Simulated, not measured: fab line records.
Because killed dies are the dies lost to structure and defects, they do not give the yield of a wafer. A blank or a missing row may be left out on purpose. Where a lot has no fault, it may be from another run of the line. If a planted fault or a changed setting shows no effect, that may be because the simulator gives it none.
Which tool is to blame? || flow sky130 || 13 lots with 39 wafers sampled at 3 steps, on a route of 708 steps

## WHAT EACH GAUGE READ, for each wafer
SKY_LOCAL_INTERCONNECT_OVL_MEAS_12.
{"lot": "L280", "measured": "day 30 04:08", "on": "overlay-01", "LOCAL_INTERCONNECT_OVL (nm)": "10 5 0"}
{"lot": "L282", "measured": "day 30 21:33", "on": "overlay-02", "LOCAL_INTERCONNECT_OVL (nm)": "-5 -8 0"}
{"lot": "L283", "measured": "day 31 11:07", "on": "overlay-01", "LOCAL_INTERCONNECT_OVL (nm)": "1 -5 -1"}
{"lot": "L285", "measured": "day 32 03:12", "on": "overlay-01", "LOCAL_INTERCONNECT_OVL (nm)": "-6 -3 -8"}
{"lot": "L287", "measured": "day 32 18:58", "on": "overlay-02", "LOCAL_INTERCONNECT_OVL (nm)": "-8 4 -3"}
{"lot": "L288", "measured": "day 33 01:11", "on": "overlay-02", "LOCAL_INTERCONNECT_OVL (nm)": "1 -5 9"}
{"lot": "L296", "measured": "day 36 00:55", "on": "overlay-01", "LOCAL_INTERCONNECT_OVL (nm)": "4 3 4"}
{"lot": "L297", "measured": "day 36 13:34", "on": "overlay-02", "LOCAL_INTERCONNECT_OVL (nm)": "5 -2 -3"}
{"lot": "L298", "measured": "day 36 15:15", "on": "overlay-01", "LOCAL_INTERCONNECT_OVL (nm)": "0 13 3"}
{"lot": "L299", "measured": "day 36 19:58", "on": "overlay-02", "LOCAL_INTERCONNECT_OVL (nm)": "4 0 1"}
{"lot": "L300", "measured": "day 36 23:55", "on": "overlay-01", "LOCAL_INTERCONNECT_OVL (nm)": "-6 -1 -6"}
{"lot": "L302", "measured": "day 37 17:20", "on": "overlay-01", "LOCAL_INTERCONNECT_OVL (nm)": "-14 -7 -5"}
{"lot": "L303", "measured": "day 37 15:02", "on": "overlay-02", "LOCAL_INTERCONNECT_OVL (nm)": "0 7 -5"}

## WHAT TOOL EACH LOT RAN ON (gives the tool, then ch and the chambers of the sampled wafers, and finally the start)
{"lot": "L280", "SKY_FIELD_ISO_ETCH_14": "rie_diel-02 ch 0,1, day 2 05:33", "SKY_VT_ADJUST_HVTP_COAT_02": "litho_track-01 ch 0, day 5 15:08"}
{"lot": "L282", "SKY_FIELD_ISO_ETCH_14": "rie_diel-03 ch 1,3, day 2 16:53", "SKY_VT_ADJUST_HVTP_COAT_02": "litho_track-04 ch 0, day 6 04:04"}
{"lot": "L283", "SKY_FIELD_ISO_ETCH_14": "rie_diel-03 ch 2,3, day 2 20:51", "SKY_VT_ADJUST_HVTP_COAT_02": "litho_track-03 ch 0, day 6 09:06"}
{"lot": "L285", "SKY_FIELD_ISO_ETCH_14": "rie_diel-02 ch 1,2, day 3 07:32", "SKY_VT_ADJUST_HVTP_COAT_02": "litho_track-03 ch 0, day 6 23:36"}
{"lot": "L287", "SKY_FIELD_ISO_ETCH_14": "rie_diel-04 ch 0,1,2, day 3 17:34", "SKY_VT_ADJUST_HVTP_COAT_02": "litho_track-03 ch 0, day 7 12:54"}
{"lot": "L288", "SKY_FIELD_ISO_ETCH_14": "rie_diel-03 ch 1,2,3, day 3 21:58", "SKY_VT_ADJUST_HVTP_COAT_02": "litho_track-01 ch 0, day 7 16:38"}
{"lot": "L296", "SKY_FIELD_ISO_ETCH_14": "rie_diel-04 ch 1,2,3, day 5 16:31", "SKY_VT_ADJUST_HVTP_COAT_02": "litho_track-01 ch 0, day 10 03:56"}
{"lot": "L297", "SKY_FIELD_ISO_ETCH_14": "rie_diel-04 ch 0,2,3, day 5 20:49", "SKY_VT_ADJUST_HVTP_COAT_02": "litho_track-03 ch 0, day 10 09:24"}
{"lot": "L298", "SKY_FIELD_ISO_ETCH_14": "rie_diel-04 ch 0,2, day 6 02:18", "SKY_VT_ADJUST_HVTP_COAT_02": "litho_track-03 ch 0, day 10 16:42"}
{"lot": "L299", "SKY_FIELD_ISO_ETCH_14": "rie_diel-04 ch 1,2,3, day 6 06:01", "SKY_VT_ADJUST_HVTP_COAT_02": "litho_track-03 ch 0, day 10 20:30"}
{"lot": "L300", "SKY_FIELD_ISO_ETCH_14": "rie_diel-02 ch 0,2,3, day 6 15:59", "SKY_VT_ADJUST_HVTP_COAT_02": "litho_track-04 ch 0, day 11 02:23"}
{"lot": "L302", "SKY_FIELD_ISO_ETCH_14": "rie_diel-04 ch 0,1,2, day 7 04:50", "SKY_VT_ADJUST_HVTP_COAT_02": "litho_track-03 ch 0, day 11 15:49"}
{"lot": "L303", "SKY_FIELD_ISO_ETCH_14": "rie_diel-03 ch 0,3, day 7 06:06", "SKY_VT_ADJUST_HVTP_COAT_02": "litho_track-01 ch 0, day 11 13:53"}
- SKY_FIELD_ISO_ETCH_14: etches BARC in N2/H2, stops on SiO2, time 45.9 s, target depth 60 nm.
- SKY_VT_ADJUST_HVTP_COAT_02: resist thk 1140 nm.

## AS READ BY THE TOOLS THEMSELVES (means over the sampled wafers that have a number; for cases with no such wafer, the mark the record gives instead)
SKY_FIELD_ISO_ETCH_14.
{"lot": "L280", "tool": "rie_diel-02", "drypump_motor_current_A (A)": 5.64, "n2_flow_sccm (sccm)": 99.8, "oes_product_au (a.u.)": 0.852, "throttle_valve_pct (%)": 13.232}
{"lot": "L282", "tool": "rie_diel-03", "drypump_motor_current_A (A)": 5.78, "n2_flow_sccm (sccm)": 100.1, "oes_product_au (a.u.)": 0.852, "throttle_valve_pct (%)": 13.223}
{"lot": "L283", "tool": "rie_diel-03", "drypump_motor_current_A (A)": 5.53, "n2_flow_sccm (sccm)": 100.1, "oes_product_au (a.u.)": 0.858, "throttle_valve_pct (%)": 13.229}
{"lot": "L285", "tool": "rie_diel-02", "drypump_motor_current_A (A)": 5.77, "n2_flow_sccm (sccm)": 99.8, "oes_product_au (a.u.)": 0.854, "throttle_valve_pct (%)": 13.212}
{"lot": "L287", "tool": "rie_diel-04", "drypump_motor_current_A (A)": 5.42, "n2_flow_sccm (sccm)": 100.1, "oes_product_au (a.u.)": 0.859, "throttle_valve_pct (%)": 13.224}
{"lot": "L288", "tool": "rie_diel-03", "drypump_motor_current_A (A)": 5.68, "n2_flow_sccm (sccm)": 100.0, "oes_product_au (a.u.)": 0.856, "throttle_valve_pct (%)": 13.230}
{"lot": "L296", "tool": "rie_diel-04", "drypump_motor_current_A (A)": 5.48, "n2_flow_sccm (sccm)": 99.9, "oes_product_au (a.u.)": 0.853, "throttle_valve_pct (%)": 13.221}
{"lot": "L297", "tool": "rie_diel-04", "drypump_motor_current_A (A)": 5.42, "n2_flow_sccm (sccm)": 100.1, "oes_product_au (a.u.)": 0.853, "throttle_valve_pct (%)": 13.226}
{"lot": "L298", "tool": "rie_diel-04", "drypump_motor_current_A (A)": 5.41, "n2_flow_sccm (sccm)": 99.9, "oes_product_au (a.u.)": 0.853, "throttle_valve_pct (%)": 13.229}
{"lot": "L299", "tool": "rie_diel-04", "drypump_motor_current_A (A)": 5.49, "n2_flow_sccm (sccm)": 99.7, "oes_product_au (a.u.)": 0.856, "throttle_valve_pct (%)": 13.226}
{"lot": "L300", "tool": "rie_diel-02", "drypump_motor_current_A (A)": 5.42, "n2_flow_sccm (sccm)": 99.7, "oes_product_au (a.u.)": 0.851, "throttle_valve_pct (%)": 13.226}
{"lot": "L302", "tool": "rie_diel-04", "drypump_motor_current_A (A)": 5.44, "n2_flow_sccm (sccm)": 100.1, "oes_product_au (a.u.)": 0.857, "throttle_valve_pct (%)": 13.221}
{"lot": "L303", "tool": "rie_diel-03", "drypump_motor_current_A (A)": 5.86, "n2_flow_sccm (sccm)": 99.7, "oes_product_au (a.u.)": 0.854, "throttle_valve_pct (%)": 13.227}

SKY_VT_ADJUST_HVTP_COAT_02.
{"lot": "L280", "tool": "litho_track-01", "spin_speed_rpm (rpm)": 2999.4}
{"lot": "L282", "tool": "litho_track-04", "spin_speed_rpm (rpm)": 3001.7}
{"lot": "L283", "tool": "litho_track-03", "spin_speed_rpm (rpm)": 2999.5}
{"lot": "L285", "tool": "litho_track-03", "spin_speed_rpm (rpm)": 2950.2}
{"lot": "L287", "tool": "litho_track-03", "spin_speed_rpm (rpm)": 2952.2}
{"lot": "L288", "tool": "litho_track-01", "spin_speed_rpm (rpm)": 2999.6}
{"lot": "L296", "tool": "litho_track-01", "spin_speed_rpm (rpm)": 2999.4}
{"lot": "L297", "tool": "litho_track-03", "spin_speed_rpm (rpm)": 2999.4}
{"lot": "L298", "tool": "litho_track-03", "spin_speed_rpm (rpm)": 3000.5}
{"lot": "L299", "tool": "litho_track-03", "spin_speed_rpm (rpm)": 3000.7}
{"lot": "L300", "tool": "litho_track-04", "spin_speed_rpm (rpm)": 3001.9}
{"lot": "L302", "tool": "litho_track-03", "spin_speed_rpm (rpm)": 3001.2}
{"lot": "L303", "tool": "litho_track-01", "spin_speed_rpm (rpm)": 2996.3}

## THE ANSWER, worked out from the rows above alone
Rule: usual is defined by the lots themselves. The widest of any qualifying gaps counts: lots, ordered by their means at a reading, are off when they make up no more than a third of the lots, leave a main group of 4 or more, and stand apart from it by 3 or more times the standard deviation of that group's means. Not used: any main group whose means are identical at the precision the tables above print for the reading. Also off: a lot with no number at a reading for which 4 or more lots have one. Any other lot the step has rows for is counted as sound. The gauges are gone through in route order, then the tools' own readings, and for those a lot's mean is taken as printed above. At the first step where some lot is off, the reading lying furthest off is the one used; lots without a number count as furthest.
Off, at SKY_VT_ADJUST_HVTP_COAT_02 on spin_speed_rpm: L285, L287. The main group: mean 3000.0 rpm, standard deviation 1.5.
A tool fits if, at that step or a process step before it, it ran every lot that is off, and no sound lot after the first of them. None of those tried fits.

## WHAT WAS PUT IN BY THE SIMULATOR
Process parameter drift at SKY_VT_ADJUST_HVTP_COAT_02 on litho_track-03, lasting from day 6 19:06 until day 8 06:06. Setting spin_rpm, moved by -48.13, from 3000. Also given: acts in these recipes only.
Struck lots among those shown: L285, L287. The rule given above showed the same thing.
